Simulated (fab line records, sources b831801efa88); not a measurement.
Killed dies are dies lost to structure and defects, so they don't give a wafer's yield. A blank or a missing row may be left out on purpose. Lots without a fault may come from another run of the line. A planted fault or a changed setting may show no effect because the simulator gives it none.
Which tool did it? | flow gf180mcu | 7 lots, 21 wafers sampled, at 2 steps of a route of 602

WHAT THE GAUGES READ, wafer by wafer
GF_V5_CD_MEAS_14: target cd 260 nm.
lot  | measured     | on        | cd_nm (nm)
L954 | day 27 19:57 | cd_sem-01 | 262.1 262.4 262.4
L957 | day 28 21:31 | cd_sem-02 | 260.9 259.8 260.8
L959 | day 29 07:29 | cd_sem-01 | 261.5 261.9 261.0
L967 | day 31 13:15 | cd_sem-01 | 259.5 260.3 260.0
L970 | day 32 13:03 | cd_sem-01 | 260.4 260.1 260.0
L973 | day 33 07:46 | cd_sem-01 | 259.6 259.8 259.6
L975 | day 33 13:13 | cd_sem-02 | 259.8 259.9 259.0

WHICH TOOL RAN EACH LOT (tool, then ch and the chambers of the sampled wafers, then the start)
lot  | GF_HV_LDD_STRIP_22
L954 | plasma_asher-04 ch 0,1, day 11 05:25
L957 | plasma_asher-04 ch 1, day 12 04:47
L959 | plasma_asher-04 ch 0,1, day 12 15:56
L967 | plasma_asher-02 ch 0,1, day 15 05:59
L970 | plasma_asher-04 ch 0,1, day 16 11:58
L973 | plasma_asher-03 ch 0,1, day 17 07:12
L975 | plasma_asher-04 ch 0, day 17 22:38
- GF_HV_LDD_STRIP_22: strips in O2/N2.

THE ANSWER, worked out from the rows above alone
Rule: what is usual is taken from the lots themselves. Put in order of their means at a reading, lots are off if they are a third of the lots or fewer, leave a main group of 4 or more, and stand apart from it by a gap of 3 or more times the standard deviation of the main group's means; of several such gaps the widest counts. A main group whose means are all the same, to the digits that the tables above print for the reading, isn't used. A lot without any number at a reading at which 4 lots or more have one is off too. The other lots that the step has rows for count as sound.
No lot is off at any reading shown: from this, nothing can be told.

WHAT THE SIMULATOR HAD PUT IN
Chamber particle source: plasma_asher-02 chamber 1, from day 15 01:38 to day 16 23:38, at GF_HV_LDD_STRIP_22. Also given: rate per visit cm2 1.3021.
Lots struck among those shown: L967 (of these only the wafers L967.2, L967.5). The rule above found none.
